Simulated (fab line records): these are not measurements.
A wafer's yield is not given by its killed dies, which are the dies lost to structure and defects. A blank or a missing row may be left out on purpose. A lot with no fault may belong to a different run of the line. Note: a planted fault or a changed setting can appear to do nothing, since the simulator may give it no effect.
What tool caused it? + flow sky130 + 6 lots, 18 wafers sampled, at 1 step of a route of 708

== WHAT THE GAUGES SHOWED, per wafer ==
SKY_VIA2_CD_MEAS_12: target cd 200 nm.
| lot  | measured     | on       | cdNm (nm)         |
|------|--------------|----------|-------------------|
| L160 | day 36 19:08 | cdSem-01 | 199.2 199.6 198.8 |
| L166 | day 38 13:01 | cdSem-01 | 201.6 200.1 200.8 |
| L167 | day 39 02:49 | cdSem-01 | 200.2 199.0 199.5 |
| L177 | day 42 06:07 | cdSem-02 | 200.3 198.8 199.9 |
| L176 | day 42 13:14 | cdSem-01 | 197.1 196.9 198.1 |
| L180 | day 43 00:07 | cdSem-02 | 203.5 201.6 202.1 |

== TOOL THAT RAN EACH LOT (tool first, then ch and the chambers of the sampled wafers, then the start) ==
The record shows no process step preceding these readings.

== THE ANSWER, worked out from the rows above alone ==
Rule: the usual values come from the lots themselves. The widest of any qualifying gaps counts: lots, ordered by their means at a reading, are off when they make up no more than a third of the lots, leave a main group of 4 or more, and stand apart from it by 3 or more times the standard deviation of that group's means. A main group is skipped when, at the precision printed for the reading in the tables above, its means are all equal. Also off: a lot with no number at a reading for which 4 or more lots have one. All remaining lots with rows at the step are treated as sound.
No lot is off at any reading shown: from this, nothing can be told.

== WHAT THE SIMULATOR HAD PUT IN ==
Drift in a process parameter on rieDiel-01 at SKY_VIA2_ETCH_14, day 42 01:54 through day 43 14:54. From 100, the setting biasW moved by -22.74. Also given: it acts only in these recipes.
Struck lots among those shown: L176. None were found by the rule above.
